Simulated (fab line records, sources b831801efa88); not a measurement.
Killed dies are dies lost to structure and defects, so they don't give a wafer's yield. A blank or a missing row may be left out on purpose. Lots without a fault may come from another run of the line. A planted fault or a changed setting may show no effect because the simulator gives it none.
Which tool did it? | flow sfq_line | 15 lots, 45 wafers sampled, at 4 steps of a route of 325

WHAT THE GAUGES READ, wafer by wafer
The record holds no reading of a measuring or inspecting step that can be judged against a usual standard deviation.

WHICH TOOL RAN EACH LOT (tool, then ch and the chambers of the sampled wafers, then the start)
lot  | SFQ_TRILAYER_M6_BARC_OPEN_METAL_ETCH_206 | SFQ_TRILAYER_I6_VIA_LITHO_PEB_172 | SFQ_TRILAYER_I6_VIA_BARC_OPEN_VIA_ETCH_235 | SFQ_TRILAYER_I7_CMP_CMP_184
L828 | rie_metal-01 ch 0,1, day 64 12:02        | litho_track-03 ch 0, day 69 16:19 | rie_diel-04 ch 0,3, day 69 16:38           | cmp-01 ch 0,1,2, day 70 01:46
L829 | rie_metal-03 ch 0,1, day 65 03:38        | litho_track-04 ch 0, day 70 05:29 | rie_diel-04 ch 0,1,3, day 70 05:50         | cmp-02 ch 0,1,2, day 70 11:50
L830 | rie_metal-01 ch 0,1, day 65 19:14        | litho_track-04 ch 0, day 70 17:37 | rie_diel-04 ch 0,1,3, day 70 17:57         | cmp-01 ch 1,2,3, day 71 03:46
L831 | rie_metal-04 ch 0,1, day 66 06:02        | litho_track-01 ch 0, day 71 02:02 | rie_diel-02 ch 0,3, day 71 02:21           | cmp-02 ch 0,1,3, day 71 11:20
L832 | rie_metal-01 ch 0,1, day 66 08:27        | litho_track-01 ch 0, day 71 04:29 | rie_diel-03 ch 0,1,3, day 71 04:45         | cmp-02 ch 0,2,3, day 71 15:50
L833 | rie_metal-01 ch 0,1, day 66 15:38        | litho_track-03 ch 0, day 71 08:02 | rie_diel-04 ch 1,2, day 71 08:21           | cmp-01 ch 0,1, day 71 15:16
L834 | rie_metal-03 ch 0,1, day 66 19:15        | litho_track-03 ch 0, day 71 10:28 | rie_diel-04 ch 1,2, day 71 10:45           | cmp-02 ch 0,3, day 71 17:20
L840 | rie_metal-04 ch 0,1, day 69 14:14        | litho_track-01, day 73 14:52      | rie_diel-02 ch 0,1,3, day 73 15:11         | cmp-02 ch 0,1,2, day 77 14:00
L841 | rie_metal-03 ch 0,1, day 70 02:14        | litho_track-04, day 74 01:39      | rie_diel-02 ch 0,2,3, day 74 01:59         | cmp-01 ch 0,1, day 78 00:17
L842 | rie_metal-01 ch 0,1, day 70 07:02        | litho_track-01, day 74 05:15      | rie_diel-03 ch 1,2,3, day 74 05:35         | cmp-01 ch 0,2,3, day 78 04:17
L846 | rie_metal-03 ch 0,1, day 72 04:46        | litho_track-04 ch 0, day 76 07:16 | rie_diel-04 ch 0,1,2, day 76 07:33         | cmp-02 ch 1,3, day 80 03:13
L847 | rie_metal-03 ch 0,1, day 73 12:18        | litho_track-04 ch 0, day 77 13:23 | rie_diel-02 ch 0,1,2, day 77 13:40         | cmp-01 ch 0,1,2, day 81 06:46
L848 | rie_metal-04 ch 0,1, day 73 14:41        | litho_track-04 ch 0, day 77 15:43 | rie_diel-04 ch 0,3, day 77 16:02           | cmp-01 ch 0,1, day 81 08:46
L850 | rie_metal-04 ch 0,1, day 73 19:50        | litho_track-03 ch 0, day 77 20:32 | rie_diel-04 ch 2,3, day 77 20:50           | cmp-02 ch 0,1,3, day 81 12:47
L851 | rie_metal-01 ch 1, day 74 00:36          | litho_track-01 ch 0, day 78 01:19 | rie_diel-03 ch 0,2,3, day 78 01:38         | cmp-01 ch 0,2, day 81 14:46
- SFQ_TRILAYER_M6_BARC_OPEN_METAL_ETCH_206: etches BARC in O2, target depth 125 nm, time 41.7 s.
- SFQ_TRILAYER_I6_VIA_LITHO_PEB_172: peb time 60 s.
- SFQ_TRILAYER_I6_VIA_BARC_OPEN_VIA_ETCH_235: etches BARC in O2, target depth 125 nm, time 41.7 s.
- SFQ_TRILAYER_I7_CMP_CMP_184: polishes SiO2.

WHAT THE TOOLS THEMSELVES READ (means of the sampled wafers that have a number; where no wafer has one, the mark that the record gives instead)
SFQ_TRILAYER_M6_BARC_OPEN_METAL_ETCH_206.
lot  | tool         | drypump_motor_current_A (A) | oes_product_au (a.u.) | rf_fwd_power_W (W)
L828 | rie_metal-01 | 5.76                        | 0.688                 | 594.0
L829 | rie_metal-03 | 5.42                        | 0.686                 | 594.9
L830 | rie_metal-01 | 5.77                        | 0.685                 | 594.7
L831 | rie_metal-04 | 5.96                        | 0.687                 | 592.6
L832 | rie_metal-01 | 5.75                        | 0.688                 | 596.6
L833 | rie_metal-01 | 5.62                        | 0.689                 | 595.2
L834 | rie_metal-03 | 5.35                        | 0.683                 | 592.7
L840 | rie_metal-04 | 5.80                        | 0.685                 | 594.6
L841 | rie_metal-03 | 5.44                        | 0.684                 | 594.1
L842 | rie_metal-01 | 5.75                        | 0.685                 | 592.9
L846 | rie_metal-03 | 5.35                        | 0.684                 | 593.9
L847 | rie_metal-03 | 5.33                        | 0.686                 | 592.3
L848 | rie_metal-04 | 5.97                        | 0.687                 | 595.0
L850 | rie_metal-04 | 5.83                        | 0.683                 | 593.4
L851 | rie_metal-01 | 5.47                        | 0.686                 | 594.4

SFQ_TRILAYER_I6_VIA_LITHO_PEB_172.
lot  | tool           | chill_plate_temp_C (C) | exhaust_pa (Pa)
L828 | litho_track-03 | 22.97                  | 45.0
L829 | litho_track-04 | 23.02                  | 44.7
L830 | litho_track-04 | 23.14                  | 44.8
L831 | litho_track-01 | 23.11                  | 46.1
L832 | litho_track-01 | 23.03                  | 44.6
L833 | litho_track-03 | 22.82                  | 43.9
L834 | litho_track-03 | 23.02                  | 45.0
L840 | litho_track-01 | -                      | -
L841 | litho_track-04 | -                      | -
L842 | litho_track-01 | -                      | -
L846 | litho_track-04 | 22.97                  | 44.8
L847 | litho_track-04 | 23.10                  | 44.8
L848 | litho_track-04 | 23.04                  | 46.0
L850 | litho_track-03 | 22.88                  | 44.2
L851 | litho_track-01 | 22.85                  | 45.4

SFQ_TRILAYER_I6_VIA_BARC_OPEN_VIA_ETCH_235.
lot  | tool        | drypump_motor_current_A (A) | oes_product_au (a.u.) | rf_fwd_power_W (W)
L828 | rie_diel-04 | 5.77                        | 0.686                 | 496.1
L829 | rie_diel-04 | 5.62                        | 0.680                 | 494.5
L830 | rie_diel-04 | 5.61                        | 0.677                 | 495.1
L831 | rie_diel-02 | 5.44                        | 0.686                 | 494.8
L832 | rie_diel-03 | 5.63                        | 0.685                 | 494.7
L833 | rie_diel-04 | 5.62                        | 0.682                 | 491.9
L834 | rie_diel-04 | 5.50                        | 0.686                 | 492.5
L840 | rie_diel-02 | 5.51                        | 0.686                 | 494.6
L841 | rie_diel-02 | 5.27                        | 0.687                 | 494.0
L842 | rie_diel-03 | 5.74                        | 0.682                 | 494.7
L846 | rie_diel-04 | 5.60                        | 0.685                 | 493.4
L847 | rie_diel-02 | 5.38                        | 0.686                 | 495.3
L848 | rie_diel-04 | 5.76                        | 0.689                 | 495.6
L850 | rie_diel-04 | 5.78                        | 0.686                 | 491.1
L851 | rie_diel-03 | 5.66                        | 0.679                 | 493.4

SFQ_TRILAYER_I7_CMP_CMP_184.
lot  | tool   | head_pressure_psi (psi) | motor_current_A (A) | time_to_endpoint_s (s)
L828 | cmp-01 | 2.997                   | 9.9                 | 209
L829 | cmp-02 | 2.999                   | 10.9                | 211
L830 | cmp-01 | 3.001                   | 9.4                 | 206
L831 | cmp-02 | 2.996                   | 10.8                | 211
L832 | cmp-02 | 3.002                   | 10.9                | 211
L833 | cmp-01 | 2.998                   | 11.5                | 213
L834 | cmp-02 | 3.003                   | 10.5                | 207
L840 | cmp-02 | 2.996                   | 10.8                | 220
L841 | cmp-01 | 2.995                   | 10.0                | 209
L842 | cmp-01 | 3.005                   | 10.2                | 206
L846 | cmp-02 | 3.000                   | 10.2                | 209
L847 | cmp-01 | 3.003                   | 9.7                 | 222
L848 | cmp-01 | 2.996                   | 11.5                | 227
L850 | cmp-02 | 3.000                   | 10.4                | 209
L851 | cmp-01 | 3.010                   | 10.7                | 220

THE ANSWER, worked out from the rows above alone
Rule: what is usual is taken from the lots themselves. Put in order of their means at a reading, lots are off if they are a third of the lots or fewer, leave a main group of 4 or more, and stand apart from it by a gap of 3 or more times the standard deviation of the main group's means; of several such gaps the widest counts. A main group whose means are all the same, to the digits that the tables above print for the reading, isn't used. A lot without any number at a reading at which 4 lots or more have one is off too. The other lots that the step has rows for count as sound. The gauges are gone through in route order, then the tools' own readings, and for those a lot's mean is taken as printed above. The first step at which some lot is off is used, and at that step the reading that is off furthest; a lot without a number counts as furthest.
Off: L840, L841, L842, at SFQ_TRILAYER_I6_VIA_LITHO_PEB_172 (chill_plate_temp_C). Without a number there: L840, L841, L842. The main group: mean 23.00 C, standard deviation 0.098.
A tool fits if, at that step or a process step before it, it ran every lot that is off, and no sound lot after the first of them. None of those tried fits.

WHAT THE SIMULATOR HAD PUT IN
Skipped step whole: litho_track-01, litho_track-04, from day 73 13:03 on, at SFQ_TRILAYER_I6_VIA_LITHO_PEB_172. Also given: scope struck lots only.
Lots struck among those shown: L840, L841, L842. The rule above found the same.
